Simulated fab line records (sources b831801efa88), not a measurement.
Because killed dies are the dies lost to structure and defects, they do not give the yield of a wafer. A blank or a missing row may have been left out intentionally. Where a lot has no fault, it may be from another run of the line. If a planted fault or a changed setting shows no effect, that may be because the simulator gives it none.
Which tool was responsible? / flow gf180mcu / 38 wafers from 13 lots sampled at 4 of the route's 602 steps

## WHAT EACH GAUGE READ, for each wafer
GF_STI_BOW_MEAS_00.
lot=L537; measured=day 1 10:02; on=film-metro-04; INCOMING_BOW (um)=-5 3 8
lot=L538; measured=day 1 15:01; on=film-metro-03; INCOMING_BOW (um)=5 -4 4
lot=L543; measured=day 2 16:02; on=film-metro-03; INCOMING_BOW (um)=4 10 12
lot=L544; measured=day 2 21:00; on=film-metro-03; INCOMING_BOW (um)=8 -4 -7
lot=L547; measured=day 3 12:00; on=film-metro-03; INCOMING_BOW (um)=-1 -2 2
lot=L549; measured=day 3 22:00; on=film-metro-01; INCOMING_BOW (um)=-7 14 2
lot=L550; measured=day 4 03:04; on=film-metro-01; INCOMING_BOW (um)=-8 1 5
lot=L551; measured=day 4 08:00; on=film-metro-03; INCOMING_BOW (um)=-5 6 7
lot=L553; measured=day 4 18:04; on=film-metro-04; INCOMING_BOW (um)=9 -1 -3
lot=L554; measured=day 4 23:00; on=film-metro-03; INCOMING_BOW (um)=-10 -1 -6
lot=L558; measured=day 5 19:02; on=film-metro-03; INCOMING_BOW (um)=1 -9 -2
lot=L559; measured=day 6 00:00; on=film-metro-04; INCOMING_BOW (um)=0 9
lot=L560; measured=day 6 05:04; on=film-metro-03; INCOMING_BOW (um)=-2 -12 -3

GF_STI_THK_MEAS_02.
lot=L537; measured=day 1 12:56; on=film-metro-03; STI_OXIDATION_THK (nm)=9.80 9.86 9.78
lot=L538; measured=day 1 16:32; on=film-metro-01; STI_OXIDATION_THK (nm)=10.04 9.95 10.03
lot=L543; measured=day 2 17:32; on=film-metro-01; STI_OXIDATION_THK (nm)=10.30 10.30 10.32
lot=L544; measured=day 2 22:31; on=film-metro-03; STI_OXIDATION_THK (nm)=9.66 9.64 9.80
lot=L547; measured=day 3 14:04; on=film-metro-03; STI_OXIDATION_THK (nm)=10.01 10.14 9.97
lot=L549; measured=day 3 23:31; on=film-metro-01; STI_OXIDATION_THK (nm)=10.19 10.31 10.25
lot=L550; measured=day 4 05:10; on=film-metro-01; STI_OXIDATION_THK (nm)=10.30 10.20 10.34
lot=L551; measured=day 4 10:28; on=film-metro-03; STI_OXIDATION_THK (nm)=10.25 10.18 10.21
lot=L553; measured=day 4 19:32; on=film-metro-03; STI_OXIDATION_THK (nm)=10.07 10.18 10.25
lot=L554; measured=day 5 02:14; on=film-metro-04; STI_OXIDATION_THK (nm)=10.57 10.39 10.45
lot=L558; measured=day 5 21:53; on=film-metro-01; STI_OXIDATION_THK (nm)=9.97 10.19 10.31
lot=L559; measured=day 6 01:58; on=film-metro-01; STI_OXIDATION_THK (nm)=10.26 10.19
lot=L560; measured=day 6 07:08; on=film-metro-03; STI_OXIDATION_THK (nm)=10.31 10.26 10.21

GF_DNWELL_TW_MEAS_09.
lot=L537; measured=day 2 19:19; on=film-metro-01; DNWELL_TW=1341 1332 1329
lot=L538; measured=day 2 23:53; on=film-metro-01; DNWELL_TW=1337 1329 1333
lot=L543; measured=day 4 01:22; on=film-metro-01; DNWELL_TW=1345 1334 1341
lot=L544; measured=day 4 07:20; on=film-metro-01; DNWELL_TW=1240 1236 1238
lot=L547; measured=day 4 23:14; on=film-metro-01; DNWELL_TW=1251 1249 1252
lot=L549; measured=day 5 12:32; on=film-metro-02; DNWELL_TW=1324 1334 1331
lot=L550; measured=day 5 18:07; on=film-metro-03; DNWELL_TW=1381 1367 1372
lot=L551; measured=day 5 23:14; on=film-metro-01; DNWELL_TW=1332 1327 1331
lot=L553; measured=day 6 11:19; on=film-metro-02; DNWELL_TW=1339 1344 1351
lot=L554; measured=day 6 17:20; on=film-metro-03; DNWELL_TW=1370 1378 1361
lot=L558; measured=day 7 12:30; on=film-metro-02; DNWELL_TW=1333 1333 1334
lot=L559; measured=day 7 16:26; on=film-metro-03; DNWELL_TW=1360 1368
lot=L560; measured=day 7 21:25; on=film-metro-01; DNWELL_TW=1333 1334 1337

## WHAT TOOL EACH LOT RAN ON (gives the tool, then ch and the chambers of the sampled wafers, and finally the start)
lot=L537; GF_DNWELL_IMPLANT_07=implanter-01 ch 0, day 2 19:05
lot=L538; GF_DNWELL_IMPLANT_07=implanter-01 ch 0, day 2 23:38
lot=L543; GF_DNWELL_IMPLANT_07=implanter-01 ch 0, day 4 01:08
lot=L544; GF_DNWELL_IMPLANT_07=implanter-01 ch 0, day 4 07:05
lot=L547; GF_DNWELL_IMPLANT_07=implanter-01 ch 0, day 4 22:59
lot=L549; GF_DNWELL_IMPLANT_07=implanter-03 ch 0, day 5 12:17
lot=L550; GF_DNWELL_IMPLANT_07=implanter-03 ch 0, day 5 17:55
lot=L551; GF_DNWELL_IMPLANT_07=implanter-02 ch 0, day 5 22:59
lot=L553; GF_DNWELL_IMPLANT_07=implanter-03 ch 0, day 6 11:07
lot=L554; GF_DNWELL_IMPLANT_07=implanter-03 ch 0, day 6 17:05
lot=L558; GF_DNWELL_IMPLANT_07=implanter-02 ch 0, day 7 12:17
lot=L559; GF_DNWELL_IMPLANT_07=implanter-02 ch 0, day 7 16:11
lot=L560; GF_DNWELL_IMPLANT_07=implanter-02 ch 0, day 7 21:13
- GF_DNWELL_IMPLANT_07

## AS READ BY THE TOOLS THEMSELVES (means over the sampled wafers that have a number; for cases with no such wafer, the mark the record gives instead)
GF_DNWELL_IMPLANT_07.
lot=L537 tool=implanter-01 dose-ions-cm2=1.002e+13 faraday-current-uA=55.9
lot=L538 tool=implanter-01 dose-ions-cm2=1.001e+13 faraday-current-uA=56.2
lot=L543 tool=implanter-01 dose-ions-cm2=1.001e+13 faraday-current-uA=56.5
lot=L544 tool=implanter-01 dose-ions-cm2=7.994e+12 faraday-current-uA=45.0
lot=L547 tool=implanter-01 dose-ions-cm2=8.001e+12 faraday-current-uA=45.2
lot=L549 tool=implanter-03 dose-ions-cm2=9.996e+12 faraday-current-uA=57.3
lot=L550 tool=implanter-03 dose-ions-cm2=9.996e+12 faraday-current-uA=55.9
lot=L551 tool=implanter-02 dose-ions-cm2=1.000e+13 faraday-current-uA=56.8
lot=L553 tool=implanter-03 dose-ions-cm2=9.997e+12 faraday-current-uA=55.7
lot=L554 tool=implanter-03 dose-ions-cm2=9.999e+12 faraday-current-uA=56.6
lot=L558 tool=implanter-02 dose-ions-cm2=1.000e+13 faraday-current-uA=56.0
lot=L559 tool=implanter-02 dose-ions-cm2=1.001e+13 faraday-current-uA=56.6
lot=L560 tool=implanter-02 dose-ions-cm2=9.985e+12 faraday-current-uA=56.8

## THE ANSWER, worked out from the rows above alone
Rule: usual is defined by the lots themselves. The widest of any qualifying gaps counts: lots, ordered by their means at a reading, are off when they make up no more than a third of the lots, leave a main group of 4 or more, and stand apart from it by 3 or more times the standard deviation of that group's means. If all means in a main group match to the digits the tables above print for the reading, that group is not used. Also off: a lot with no number at a reading for which 4 or more lots have one. The other lots that the step has rows for count as sound. The gauges are gone through in route order, then the tools' own readings, and for those a lot's mean is taken as printed above. At the first step where some lot is off, the reading lying furthest off is the one used; lots without a number count as furthest.
Off: L544, L547, seen at GF_DNWELL_TW_MEAS_09 (DNWELL_TW). Main group: mean 1344, sd 16.
If a tool, at a process step before that reading, ran all the lots that are off and no sound lot after the first of them, it fits. The gauges at GF_DNWELL_TW_MEAS_09 aren't tried: what is off there is off at GF_DNWELL_IMPLANT_07 too, on other tools, and a gauge's error can't cause that. One candidate fits, namely implanter-01 at GF_DNWELL_IMPLANT_07. A fault onset in the window from L543 (day 4 01:08, its last sound lot) to L544 (day 4 07:05, its first lot off) fits.
The tool's own readings at GF_DNWELL_IMPLANT_07 bear it out: on the lots that are off they differ by more than 5 times the standard deviation of the sound lots' means. dose-ions-cm2 reads 7.998e+12 there against 1.000e+13 on the sound lots; faraday-current-uA reads 45.1 there against 56.4 on the sound lots.

## WHAT WAS PUT IN BY THE SIMULATOR
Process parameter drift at GF_DNWELL_IMPLANT_07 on implanter-01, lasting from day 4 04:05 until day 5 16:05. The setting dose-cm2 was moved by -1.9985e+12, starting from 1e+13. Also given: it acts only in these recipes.
Shown lots that were struck: L544, L547. This agrees with what the rule above found.
